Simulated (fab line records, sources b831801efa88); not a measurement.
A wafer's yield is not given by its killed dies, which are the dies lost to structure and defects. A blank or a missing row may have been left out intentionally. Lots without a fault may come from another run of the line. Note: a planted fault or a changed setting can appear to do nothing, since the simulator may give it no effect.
Matching of chambers    flow gf180mcu    GF_V2_CVD_02 on pecvd-01: 3 sister chambers
The step deposits SiO2 from TEOS, target thk 850 nm, time 94.851 s. 3 wafers are shown with their chamber, then 7 later ones without.

== WAFERS WITH THEIR CHAMBER ==
wafer   chamber  heater-power-w (W)
L513.6  2        571
L521.1  1        715
L521.3  0        877

== WAFERS WITHOUT THEIR CHAMBER ==
wafer   heater-power-w (W)
L521.5  586
L524.1  790
L524.2  634
L524.6  689
L530.1  714
L530.3  690
L530.4  727

== CHAMBER TAKEN BY EACH ==
wafer    from the rows above       in truth
L521.5   2                         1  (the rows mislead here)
L524.1   can't be placed: 1 or 0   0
L524.2   can't be placed: 2 or 1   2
L524.6   1                         1
L530.1   1                         1
L530.3   1                         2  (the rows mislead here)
L530.4   1                         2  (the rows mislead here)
Correct placement for 2 of the 7. Can't be placed from these rows: 2 (the true chamber is among the candidates in 2). 3 placed wrongly.
How it was worked out, from the rows above alone: a wafer's distance from a chamber is the root of the sum, over the readings, of the square of ((its reading less the chamber's mean) divided by the reading's scatter). If the next closest chamber is less than 2 further off than the closest, the wafer can't be placed; otherwise it belongs to the closest. A chamber's mean is the mean of its shown wafers. The scatter: root of mean squared gap, hidden wafer to nearest shown wafer, with one shown wafer a chamber.
